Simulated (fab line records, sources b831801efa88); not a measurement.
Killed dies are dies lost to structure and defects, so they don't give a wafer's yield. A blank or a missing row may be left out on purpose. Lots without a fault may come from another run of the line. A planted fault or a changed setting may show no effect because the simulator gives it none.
fab line records | flow sky130
record lots=12 wafers=36 last_day=49
route steps=708 shown POLY_GATE@228 LDD_N@254 LDD_HVN@275 LDD_HVP@287 PAD_OPEN@708
lots that met no fault: from a run of the same line without faults
start_h: hours from the record's first day to the start of the lot's first wafer shown | wait_h: hours since the lot's step before | " the same as in the row above | L1.1+2: a row that stands for several wafers | - no value, or no start given | * or withheld: withheld | < > ~ a bound
route shown NAME@n: a module of which the file shows steps, and the number in the route of the first | usual: mean/standard deviation of fault-free wafers | same: alike in all rows | chamber/n: place in a boat | sites: the reading at each site | _std_site: their standard deviation | _edge_site: outer sites' mean less inner sites' | radius_mm: how far each site lies from the wafer's centre | mask NAME#n: copy n | behind: the tool/chamber that last shaped the wafer | hold: why the lot was held/for how many hours/how that ended | device: the transistor (n, p or np) that didn't switch | end of line: the same wafers' tests at the end of the route | a step without rows: its recipe alone | killed: dies lost to structure and defects at the first sort, not the wafer's yield | map: a wafer's dies, x killed, . not, _ none there
set.NAME: the setting as run; set.NAME@STEP: as run at that earlier step | model.NAME: the simulator's own value behind a step, which no gauge read
steps of the route over a sample of lots; a table a step, a row a wafer
services: from which hour (start_h, from the record's first day; less than 0 if before it) a tool's chamber was out of use, for how many hours, and why
## steps
# step SKY_POLY_GATE_OVL_MEAS_14
# usual POLY_GATE_OVL=-1/5.1
# columns lot.wafer tool chamber start_h wait_h POLY_GATE_OVL[nm]
L707.2 overlay-02 - 360.47 0.1 5
L707.4 " - " " 0
L707.6 " - " " 2
L710.1 overlay-01 - 406.01 0.1 -4
L710.4 " - " " 2
L710.5 " - " " 0
L712.2 overlay-01 - 420.31 0.1 -6
L712.3 " - " " -3
L712.4 " - " " -11
L713.1 overlay-01 - 421.96 0.1 -1
L713.2 " - " " -4
L713.3 " - " " -5
L714.2 overlay-01 - 429.11 0.1 5
L714.5 " - " " 2
L714.6 " - " " 2
L719.1 overlay-02 - 474.41 0.1 2
L719.3 " - " " 10
L719.5 " - " " 1
L720.1 overlay-02 - 477.26 0.1 -7
L720.3 " - " " -9
L720.6 " - " " 0
L724.4 overlay-01 - 531.32 0.1 -1
L724.5 " - " " -2
L724.6 " - " " 0
L726.1 overlay-01 - 540.36 0.1 -2
L726.2 " - " " -5
L726.6 " - " " -2
L727.3 overlay-01 - 542.87 0.1 -1
L727.4 " - " " 0
L727.6 " - " " 2
L725.1 overlay-01 - 545.41 0.1 -5
L725.3 " - " " 1
L725.6 " - " " -4
L728.1 overlay-02 - 560.46 0.1 4
L728.2 " - " " -1
L728.3 " - " " 1
# step SKY_LDD_N_TW_MEAS_17
# usual LDD_N_TW=2593/37
# columns lot.wafer tool chamber start_h wait_h LDD_N_TW
L707.2 film_metro-04 - 392.64 0.1 2576
L707.4 " - " " 2583
L707.6 " - " " 2594
L710.1 film_metro-03 - 440.07 0.1 2556
L710.4 " - " " 2551
L710.5 " - " " 2554
L712.2 film_metro-03 - 454.78 0.1 2546
L712.3 " - " " 2560
L712.4 " - " " 2557
L713.1 film_metro-01 - 456.82 0.1 2652
L713.2 " - " " 2648
L713.3 " - " " 2642
L714.2 film_metro-01 - 462.94 0.1 2637
L714.5 " - " " 2647
L714.6 " - " " 2653
L719.1 film_metro-04 - 508.27 0.1 2576
L719.3 " - " " 2567
L719.5 " - " " 2572
L720.1 film_metro-04 - 510.57 0.1 2566
L720.3 " - " " 2578
L720.6 " - " " 2593
L724.4 film_metro-03 - 563.85 0.1 2553
L724.5 " - " " 2550
L724.6 " - " " 2557
L726.1 film_metro-01 - 572.22 0.1 2633
L726.2 " - " " 2626
L726.6 " - " " 2645
L727.3 film_metro-01 - 576.24 0.1 2633
L727.4 " - " " 2624
L727.6 " - " " 2634
L725.1 film_metro-01 - 578.23 0.1 2640
L725.3 " - " " 2638
L725.6 " - " " 2637
L728.1 film_metro-04 - 592.58 0.1 2579
L728.2 " - " " 2584
L728.3 " - " " 2585
# step SKY_LDD_HVN_IMPLANT_08
# recipe species=P energy_kev=60 dose_cm2=3e+13 tilt_deg=40
# usual beam_energy_keV=59.999/0.018 tilt_deg=39.998/0.021
# columns lot.wafer tool chamber start_h wait_h beam_energy_keV tilt_deg
L707.2 implanter-04 0 452.60 0.0 59.983 39.960
L707.4 " 0 " " 60.002 40.012
L707.6 " 0 " " 59.990 40.015
L710.1 implanter-04 0 501.67 0.0 60.023 40.023
L710.4 " 0 " " 59.994 40.050
L710.5 " 0 " " 60.030 40.003
L710.1 implanter-04 0 501.99 0.3 60.017 39.989
L710.4 " 0 " " 59.996 40.010
L710.5 " 0 " " 59.990 39.998
L712.2 implanter-03 0 515.55 0.0 59.982 39.989
L712.3 " 0 " " 59.984 39.999
L712.4 " 0 " " 59.983 39.979
L713.1 implanter-03 0 518.63 0.0 59.986 40.014
L713.2 " 0 " " 60.008 39.988
L713.3 " 0 " " 59.975 40.003
L713.1 implanter-03 0 518.94 0.3 59.995 39.999
L713.2 " 0 " " 60.029 39.981
L713.3 " 0 " " 60.022 39.998
L714.2 implanter-03 0 523.85 0.0 59.999 39.986
L714.5 " 0 " " 60.013 39.994
L714.6 " 0 " " 59.980 39.959
L719.1 implanter-03 0 568.38 0.0 60.025 39.998
L719.3 " 0 " " 60.017 39.993
L719.5 " 0 " " 60.017 39.965
L720.1 implanter-03 0 570.03 0.0 60.003 40.000
L720.3 " 0 " " 59.976 40.002
L720.6 " 0 " " 60.002 39.985
L720.1 implanter-03 0 570.34 0.3 59.993 39.981
L720.3 " 0 " " 59.986 40.015
L720.6 " 0 " " 60.021 39.983
L724.4 implanter-01 0 622.30 0.1 60.007 39.983
L724.5 " 0 " " 59.995 39.987
L724.6 " 0 " " 59.967 40.001
L726.1 implanter-01 0 630.03 0.0 59.983 40.009
L726.2 " 0 " " 59.979 40.017
L726.6 " 0 " " 60.019 40.004
L727.3 implanter-04 0 633.92 0.1 59.996 39.949
L727.4 " 0 " " 60.000 39.996
L727.6 " 0 " " 60.025 39.943
L725.1 implanter-01 0 635.07 0.0 60.009 40.014
L725.3 " 0 " " 60.022 40.019
L725.6 " 0 " " 60.001 40.005
L728.1 implanter-03 0 650.18 0.0 59.982 40.008
L728.2 " 0 " " 60.007 40.001
L728.3 " 0 " " 59.995 39.981
# step SKY_LDD_HVN_TW_MEAS_10
# usual LDD_HVN_TW=1435/14
# columns lot.wafer tool chamber start_h wait_h LDD_HVN_TW
L707.2 film_metro-03 - 452.83 0.1 1415
L707.4 " - " " 1423
L707.6 " - " " 1424
L710.1 film_metro-03 - 502.24 0.1 1767
L710.4 " - " " 1769
L710.5 " - " " 1769
L710.1 film_metro-03 - 502.47 0.2 1767
L710.4 " - " " 1770
L710.5 " - " " 1776
L712.2 film_metro-02 - 515.79 0.1 1457
L712.3 " - " " 1456
L712.4 " - " " 1453
L713.1 film_metro-03 - 519.19 0.1 1776
L713.2 " - " " 1772
L713.3 " - " " 1764
L713.1 film_metro-03 - 519.49 0.3 1767
L713.2 " - " " 1766
L713.3 " - " " 1789
L714.2 film_metro-02 - 524.08 0.1 1447
L714.5 " - " " 1455
L714.6 " - " " 1447
L719.1 film_metro-03 - 568.63 0.1 1408
L719.3 " - " " 1414
L719.5 " - " " 1417
L720.1 film_metro-03 - 570.59 0.1 1770
L720.3 " - " " 1778
L720.6 " - " " 1769
L720.1 film_metro-03 - 570.83 0.2 1775
L720.3 " - " " 1774
L720.6 " - " " 1776
L724.4 film_metro-03 - 622.50 0.1 1428
L724.5 " - " " 1429
L724.6 " - " " 1428
L726.1 film_metro-02 - 630.28 0.1 1450
L726.2 " - " " 1443
L726.6 " - " " 1447
L727.3 film_metro-04 - 634.14 0.1 1429
L727.4 " - " " 1425
L727.6 " - " " 1430
L725.1 film_metro-02 - 635.32 0.1 1447
L725.3 " - " " 1439
L725.6 " - " " 1445
L728.1 film_metro-04 - 650.43 0.1 1438
L728.2 " - " " 1435
L728.3 " - " " 1437
# step SKY_LDD_HVP_STRIP_09
# recipe chemistry=O2/N2 power_w=1400 pressure_mtorr=1500 platen_temp_c=withheld o2_flow_sccm=3000 n2_flow_sccm=300 overash_fraction=0.5
# usual drypump_motor_current_A=5.5/0.42 n2_flow_sccm=300.0/0.82 oes_product_au=0.408/0.005 strip_time_to_endpoint_s=4.131/0.014
# columns lot.wafer tool chamber start_h wait_h drypump_motor_current_A n2_flow_sccm oes_product_au rf_hours_counter_h strip_time_to_endpoint_s
L707.2 plasma_asher-04 1 484.08 0.1 5.2 301.1 0.413 85 4.126
L707.4 " 1 " " 5.2 300.9 0.411 - 4.147
L707.6 " 1 " " 5.3 299.7 0.406 - 4.134
L710.1 plasma_asher-02 1 531.67 0.1 5.1 300.6 0.418 10 4.120
L710.4 " 0 " " 5.6 301.0 0.407 - 4.109
L710.5 " 0 " " 5.6 299.6 0.411 - 4.124
L712.2 plasma_asher-02 0 546.37 0.1 5.6 300.0 0.406 11 4.113
L712.3 " 1 " " 5.1 300.1 0.401 - 4.096
L712.4 " 0 " " 5.6 300.3 0.412 - 4.113
L713.1 plasma_asher-02 0 551.07 0.1 5.6 300.9 0.409 12 4.137
L713.2 " 1 " " 5.1 299.9 0.403 12 4.105
L713.3 " 0 " " 5.6 299.6 0.408 - 4.112
L714.2 plasma_asher-02 0 554.42 0.1 5.6 299.2 0.413 12 4.137
L714.5 " 1 " " 5.1 300.2 0.403 - 4.130
L714.6 " 0 " " 5.6 299.0 0.403 - 4.129
L719.1 plasma_asher-04 0 598.07 0.1 6.3 297.5 0.404 96 4.128
L719.3 " 1 " " 5.3 299.9 0.412 - 4.126
L719.5 " 0 " " 6.3 299.1 0.415 - 4.137
L720.1 plasma_asher-02 0 599.67 0.1 5.6 300.5 0.419 17 4.145
L720.3 " 0 " " 5.6 299.3 0.406 - 4.153
L720.6 " 1 " " 5.1 299.2 0.412 - 4.141
L724.4 plasma_asher-01 1 650.95 0.1 5.8 299.6 0.417 - 4.141
L724.5 " 1 " " 5.8 300.4 0.405 - 4.128
L724.6 " 0 " " 5.5 299.9 0.401 - 4.128
L726.1 plasma_asher-04 0 658.57 0.1 6.3 300.6 0.414 102 4.119
L726.2 " 1 " " 5.2 299.8 0.418 102 4.110
L726.6 " 1 " " 5.2 299.3 0.400 - 4.114
L727.3 plasma_asher-04 0 662.45 0.1 6.3 300.9 0.409 - 4.141
L727.4 " 1 " " 5.3 300.8 0.415 - 4.119
L727.6 " 1 " " 5.3 301.8 0.410 - 4.126
L725.1 plasma_asher-04 1 663.82 0.1 5.3 299.0 0.410 103 4.138
L725.3 " 0 " " 6.3 299.2 0.410 - 4.111
L725.6 " 1 " " 5.3 301.1 0.399 - 4.123
L728.1 plasma_asher-02 0 679.33 0.1 5.6 300.3 0.413 24 4.131
L728.2 " 1 " " 5.1 299.0 0.404 24 4.137
L728.3 " 1 " " 5.1 299.9 0.415 - 4.127
# step SKY_PAD_OPEN_PROBE_99
# usual killed_at_M0_to_M3=44/6.5 killed_at_M4_up=3.3/1.9 killed_at_contacts=23/4.7 killed_at_front_end=15/4.5 killed_at_other=0.2/0.52 killed_dies=86/8.9 killed_open=47/6.8 killed_short=39/6.1
# same gross_dies=492 killed_at_back_side=0
# columns lot.wafer tool chamber start_h wait_h killed_at_M0_to_M3 killed_at_M4_up killed_at_contacts killed_at_front_end killed_at_other killed_dies killed_open killed_short
L707.2 prober-01 - 1057.68 0.1 41 3 25 16 1 86 50 36
L707.4 prober-01 - 1057.78 0.2 42 1 16 23 0 82 41 41
L707.6 prober-01 - 1057.88 0.2 41 4 20 22 0 87 45 42
L710.1 prober-01 - 1097.16 0.1 43 4 23 20 0 90 40 50
L710.4 prober-01 - 1097.31 0.2 38 2 16 16 0 72 33 39
L710.5 prober-01 - 1097.36 0.2 49 3 31 15 0 98 51 47
L713.1 prober-02 - 1106.56 0.1 46 5 18 16 0 85 47 38
L713.2 prober-02 - 1106.61 0.1 59 1 21 19 0 100 55 45
L713.3 prober-02 - 1106.66 0.2 37 4 26 20 0 87 49 38
L712.2 prober-01 - 1106.96 0.1 54 3 18 17 0 92 51 41
L712.3 prober-01 - 1107.01 0.2 40 8 26 16 0 90 45 45
L712.4 prober-01 - 1107.06 0.2 49 1 31 18 0 99 53 46
L714.2 prober-02 - 1108.11 0.1 45 5 18 13 1 82 41 41
L714.5 prober-02 - 1108.26 0.2 37 6 22 12 0 77 41 36
L714.6 prober-02 - 1108.31 0.2 50 3 21 15 0 89 44 45
L719.1 prober-01 - 1138.76 0.1 38 2 22 8 0 70 40 30
L719.3 prober-01 - 1138.86 0.2 51 3 29 17 0 100 48 52
L719.5 prober-01 - 1138.96 0.2 44 1 21 12 1 79 46 33
L720.1 prober-02 - 1139.14 0.1 40 2 37 15 0 94 60 34
L720.3 prober-02 - 1139.24 0.2 49 4 18 17 0 88 42 46
L720.6 prober-02 - 1139.39 0.2 39 2 25 11 0 77 40 37
L724.4 prober-02 - 1174.82 0.2 51 3 21 11 0 86 46 40
L724.5 prober-02 - 1174.87 0.2 38 2 29 17 0 86 44 42
L724.6 prober-02 - 1174.92 0.2 51 4 20 25 0 100 52 48
L726.1 prober-01 - 1180.37 0.1 44 0 27 21 0 92 50 42
L726.2 prober-01 - 1180.42 0.1 47 3 20 10 1 81 53 28
L726.6 prober-01 - 1180.62 0.2 61 5 28 15 1 110 70 40
L727.3 prober-02 - 1180.56 0.2 40 6 24 10 0 80 40 40
L727.4 prober-02 - 1180.61 0.2 37 6 25 11 0 79 39 40
L727.6 prober-02 - 1180.71 0.2 33 2 22 12 0 69 36 33
L725.1 prober-01 - 1180.67 0.2 54 4 24 19 0 101 55 46
L725.3 prober-01 - 1180.77 0.2 48 3 17 12 1 81 41 40
L725.6 prober-01 - 1180.92 0.3 48 3 32 15 0 98 49 49
L728.1 prober-01 - 1186.41 0.1 41 0 26 12 0 79 39 40
L728.2 prober-01 - 1186.46 0.1 45 4 26 14 1 90 49 41
L728.3 prober-01 - 1186.51 0.2 46 3 18 16 0 83 45 38
# killed by level:class
L707.2 VIA1:geometric_particle:open=10 CONTACT:geometric_particle:open=10 VIA2:geometric_particle:open=6 LI_CONTACT:geometric_particle:open=5 VIA3:geometric_particle:open=5 CONTACT:geometric_particle:short=5 VIA1:geometric_particle:short=5 METAL1:geometric_particle:short=5
L707.4 FIELD_ISO:geometric_particle:short=10 VIA3:geometric_particle:open=10 VIA1:geometric_particle:short=10 LI_CONTACT:geometric_particle:open=6 CONTACT:geometric_particle:open=6 VIA1:geometric_particle:open=5 POLY_GATE:geometric_particle:open=4 POLY_CUT:geometric_particle:open=3
L707.6 VIA1:geometric_particle:open=9 POLY_GATE:geometric_particle:short=8 CONTACT:geometric_particle:open=8 LI_CONTACT:geometric_particle:open=5 VIA3:geometric_particle:open=5 VIA1:geometric_particle:short=5 VIA2:geometric_particle:short=4 POLY_GATE:geometric_particle:open=4
L710.1 VIA1:geometric_particle:short=10 CONTACT:geometric_particle:open=9 VIA1:geometric_particle:open=7 POLY_GATE:geometric_particle:short=6 METAL2:geometric_particle:short=5 VIA2:geometric_particle:open=5 LI_CONTACT:geometric_particle:short=4 POLY_GATE:geometric_particle:open=4
L710.4 VIA1:geometric_particle:open=10 FIELD_ISO:geometric_particle:short=7 CONTACT:geometric_particle:short=6 CONTACT:geometric_particle:open=6 METAL1:geometric_particle:short=5 VIA3:geometric_particle:short=4 FIELD_ISO:geometric_particle:open=3 VIA1:geometric_particle:short=3
L710.5 CONTACT:geometric_particle:open=14 VIA1:geometric_particle:open=12 LOCAL_INTERCONNECT:geometric_particle:short=9 VIA3:geometric_particle:open=9 VIA1:geometric_particle:short=6 METAL2:geometric_particle:short=5 VIA3:geometric_particle:short=5 FIELD_ISO:geometric_particle:open=4
L713.1 VIA1:geometric_particle:open=11 VIA3:geometric_particle:open=8 CONTACT:geometric_particle:open=8 FIELD_ISO:geometric_particle:short=7 FIELD_ISO:geometric_particle:open=6 METAL2:geometric_particle:short=6 VIA2:geometric_particle:open=6 VIA1:geometric_particle:short=5
L713.2 CONTACT:geometric_particle:open=11 VIA1:geometric_particle:open=11 VIA2:geometric_particle:open=9 VIA3:geometric_particle:open=9 VIA1:geometric_particle:short=8 FIELD_ISO:geometric_particle:open=5 FIELD_ISO:geometric_particle:short=5 POLY_GATE:geometric_particle:short=5
L713.3 CONTACT:geometric_particle:open=10 VIA1:geometric_particle:open=9 LI_CONTACT:geometric_particle:open=7 FIELD_ISO:geometric_particle:open=6 LOCAL_INTERCONNECT:geometric_particle:short=5 VIA3:geometric_particle:open=5 POLY_GATE:geometric_particle:short=4 METAL1:geometric_particle:short=4
L712.2 CONTACT:geometric_particle:open=11 VIA1:geometric_particle:open=10 VIA2:geometric_particle:open=9 VIA3:geometric_particle:open=8 METAL2:geometric_particle:short=8 FIELD_ISO:geometric_particle:open=6 METAL1:geometric_particle:short=6 VIA1:geometric_particle:short=6
L712.3 VIA1:geometric_particle:open=10 CONTACT:geometric_particle:short=9 LI_CONTACT:geometric_particle:open=8 VIA1:geometric_particle:short=6 VIA2:geometric_particle:open=5 METAL4:geometric_particle:open=5 FIELD_ISO:geometric_particle:open=4 FIELD_ISO:geometric_particle:short=4
L712.4 VIA1:geometric_particle:open=13 CONTACT:geometric_particle:open=12 METAL2:geometric_particle:short=12 LI_CONTACT:geometric_particle:open=8 VIA3:geometric_particle:short=6 FIELD_ISO:geometric_particle:open=5 FIELD_ISO:geometric_particle:short=4 VIA3:geometric_particle:open=4
L714.2 VIA2:geometric_particle:open=13 CONTACT:geometric_particle:open=9 METAL1:geometric_particle:short=7 METAL2:geometric_particle:short=7 VIA1:geometric_particle:open=5 POLY_GATE:geometric_particle:short=4 LOCAL_INTERCONNECT:geometric_particle:short=4 VIA3:geometric_particle:open=4
L714.5 CONTACT:geometric_particle:open=9 VIA1:geometric_particle:open=9 LI_CONTACT:geometric_particle:open=5 METAL2:geometric_particle:short=5 VIA3:geometric_particle:open=5 METAL4:geometric_particle:short=5 FIELD_ISO:geometric_particle:open=4 LI_CONTACT:geometric_particle:short=4
L714.6 VIA1:geometric_particle:open=12 CONTACT:geometric_particle:open=7 VIA2:geometric_particle:short=7 VIA2:geometric_particle:open=7 METAL1:geometric_particle:short=6 POLY_GATE:geometric_particle:short=5 LI_CONTACT:geometric_particle:open=5 CONTACT:geometric_particle:short=5
L719.1 VIA3:geometric_particle:open=10 CONTACT:geometric_particle:open=10 VIA1:geometric_particle:short=7 LI_CONTACT:geometric_particle:open=6 VIA1:geometric_particle:open=5 FIELD_ISO:geometric_particle:short=3 POLY_GATE:geometric_particle:open=3 LOCAL_INTERCONNECT:geometric_particle:short=3
L719.3 VIA1:geometric_particle:open=14 METAL1:geometric_particle:short=11 POLY_GATE:geometric_particle:open=7 LOCAL_INTERCONNECT:geometric_particle:short=7 LI_CONTACT:geometric_particle:open=6 LI_CONTACT:geometric_particle:short=6 VIA3:geometric_particle:open=6 CONTACT:geometric_particle:open=5
L719.5 VIA1:geometric_particle:open=13 CONTACT:geometric_particle:open=9 FIELD_ISO:geometric_particle:open=5 VIA1:geometric_particle:short=5 METAL2:geometric_particle:short=5 VIA2:geometric_particle:short=5 VIA3:geometric_particle:open=5 LI_CONTACT:geometric_particle:open=4
L720.1 CONTACT:geometric_particle:open=18 LI_CONTACT:geometric_particle:open=9 VIA1:geometric_particle:open=9 VIA3:geometric_particle:open=8 LOCAL_INTERCONNECT:geometric_particle:short=7 VIA1:geometric_particle:short=7 POLY_GATE:geometric_particle:short=4 POLY_GATE:geometric_particle:open=4
L720.3 VIA1:geometric_particle:open=11 METAL2:geometric_particle:short=11 CONTACT:geometric_particle:open=7 VIA3:geometric_particle:short=7 FIELD_ISO:geometric_particle:short=5 LI_CONTACT:geometric_particle:open=5 POLY_GATE:geometric_particle:short=4 METAL3:geometric_particle:short=4
L720.6 CONTACT:geometric_particle:short=8 VIA1:geometric_particle:open=8 METAL1:geometric_particle:short=7 VIA2:geometric_particle:open=7 CONTACT:geometric_particle:open=6 LOCAL_INTERCONNECT:geometric_particle:short=5 METAL2:geometric_particle:short=5 VIA1:geometric_particle:short=4
L724.4 VIA1:geometric_particle:open=14 VIA3:geometric_particle:open=8 METAL2:geometric_particle:short=8 LOCAL_INTERCONNECT:geometric_particle:short=6 CONTACT:geometric_particle:open=6 CONTACT:geometric_particle:short=4 METAL1:geometric_particle:short=4 VIA1:geometric_particle:short=4
L724.5 CONTACT:geometric_particle:open=12 VIA1:geometric_particle:open=11 VIA1:geometric_particle:short=7 LI_CONTACT:geometric_particle:open=6 LOCAL_INTERCONNECT:geometric_particle:short=5 FIELD_ISO:geometric_particle:short=4 FIELD_ISO:geometric_particle:open=4 POLY_GATE:geometric_particle:short=4
L724.6 VIA1:geometric_particle:open=16 FIELD_ISO:geometric_particle:short=8 METAL1:geometric_particle:short=6 LI_CONTACT:geometric_particle:open=6 CONTACT:geometric_particle:short=6 VIA2:geometric_particle:open=6 POLY_GATE:geometric_particle:short=5 METAL2:geometric_particle:short=5
L726.1 VIA1:geometric_particle:open=12 LI_CONTACT:geometric_particle:open=8 FIELD_ISO:geometric_particle:short=7 CONTACT:geometric_particle:open=7 CONTACT:geometric_particle:short=7 VIA2:geometric_particle:open=6 POLY_GATE:geometric_particle:short=5 VIA1:geometric_particle:short=5
L726.2 VIA1:geometric_particle:open=15 VIA3:geometric_particle:open=9 CONTACT:geometric_particle:open=7 VIA2:geometric_particle:open=7 FIELD_ISO:geometric_particle:open=5 LI_CONTACT:geometric_particle:open=5 LOCAL_INTERCONNECT:geometric_particle:short=4 METAL2:geometric_particle:short=4
L727.3 CONTACT:geometric_particle:open=12 VIA1:geometric_particle:open=8 CONTACT:geometric_particle:short=6 METAL1:geometric_particle:short=5 METAL2:geometric_particle:short=5 FIELD_ISO:geometric_particle:short=4 LI_CONTACT:geometric_particle:open=4 VIA1:geometric_particle:short=4
L727.4 VIA1:geometric_particle:open=9 CONTACT:geometric_particle:open=7 VIA3:geometric_particle:open=7 LI_CONTACT:geometric_particle:open=6 FIELD_ISO:geometric_particle:short=5 LI_CONTACT:geometric_particle:short=5 METAL4:geometric_particle:short=4 CONTACT:geometric_particle:short=4
L726.6 VIA1:geometric_particle:open=19 CONTACT:geometric_particle:open=12 VIA3:geometric_particle:open=10 FIELD_ISO:geometric_particle:open=7 LI_CONTACT:geometric_particle:open=6 VIA2:geometric_particle:open=6 LI_CONTACT:geometric_particle:short=5 METAL1:geometric_particle:short=5
L725.1 LI_CONTACT:geometric_particle:open=10 VIA1:geometric_particle:open=10 METAL2:geometric_particle:short=9 VIA3:geometric_particle:open=7 FIELD_ISO:geometric_particle:open=6 POLY_GATE:geometric_particle:short=6 CONTACT:geometric_particle:short=6 METAL1:geometric_particle:short=6
L727.6 LI_CONTACT:geometric_particle:open=12 METAL1:geometric_particle:short=7 VIA1:geometric_particle:open=6 POLY_GATE:geometric_particle:short=5 CONTACT:geometric_particle:open=5 VIA2:geometric_particle:open=5 METAL2:geometric_particle:short=4 LOCAL_INTERCONNECT:geometric_particle:short=3
L725.3 VIA2:geometric_particle:open=12 VIA1:geometric_particle:open=10 LI_CONTACT:geometric_particle:open=6 LOCAL_INTERCONNECT:geometric_particle:short=6 METAL1:geometric_particle:short=6 VIA3:geometric_particle:short=6 CONTACT:geometric_particle:open=4 VIA3:geometric_particle:open=4
L725.6 CONTACT:geometric_particle:open=12 METAL2:geometric_particle:short=10 VIA3:geometric_particle:open=10 LI_CONTACT:geometric_particle:open=7 VIA1:geometric_particle:open=7 CONTACT:geometric_particle:short=6 METAL1:geometric_particle:short=5 VIA1:geometric_particle:short=5
L728.1 CONTACT:geometric_particle:open=10 VIA3:geometric_particle:open=9 VIA1:geometric_particle:open=7 METAL2:geometric_particle:short=6 FIELD_ISO:geometric_particle:short=5 LI_CONTACT:geometric_particle:open=5 LI_CONTACT:geometric_particle:short=5 VIA2:geometric_particle:open=5
L728.2 VIA1:geometric_particle:open=14 CONTACT:geometric_particle:open=10 POLY_GATE:geometric_particle:short=7 LI_CONTACT:geometric_particle:open=7 VIA2:geometric_particle:open=6 METAL2:geometric_particle:short=5 VIA3:geometric_particle:open=5 VIA2:geometric_particle:short=4
L728.3 VIA1:geometric_particle:open=9 VIA3:geometric_particle:open=9 METAL1:geometric_particle:short=7 FIELD_ISO:geometric_particle:open=5 CONTACT:geometric_particle:open=5 VIA2:geometric_particle:open=5 POLY_GATE:geometric_particle:short=4 CONTACT:geometric_particle:short=4
## services
# columns tool chamber start_h hours kind
plasma_asher-02 0 430.25 - clean
plasma_asher-02 1 430.25 - clean
implanter-01 - 444.62 1.5 repair
implanter-04 - 524.04 15.6 pm
plasma_asher-02 - 540.61 2.1 repair
implanter-03 - 552.69 13.0 repair
## key
first_sign step=SKY_LDD_HVN_IMPLANT_08 reading=visit direction=added
effect step=SKY_LDD_HVN_TW_MEAS_10 reading=visit direction=added
effect step=SKY_LDD_HVN_TW_MEAS_10 reading=LDD_HVN_TW direction=up sigmas=24 usual=1435 struck=1770
met_at SKY_LDD_HVN_IMPLANT_08
struck_lots L710,L713,L720
tester_left_out L710,L713,L720
not_acting_at SKY_POLY_GATE_OVL_MEAS_14,SKY_LDD_N_TW_MEAS_17,SKY_LDD_HVP_STRIP_09
fault kind=repeated_step_whole tool=implanter-01,implanter-03,implanter-04 chamber=- onset_h=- steps=SKY_LDD_HVN_IMPLANT_08 times=1 scope=struck_lots_only
# tester_left_out: of these lots the tester's yield and bins aren't shown, on N5 and GAA mostly nor the transistor test; their killed dies are dies lost to structure and defects alone, not to doping, threshold or leakage, so they don't give the yield
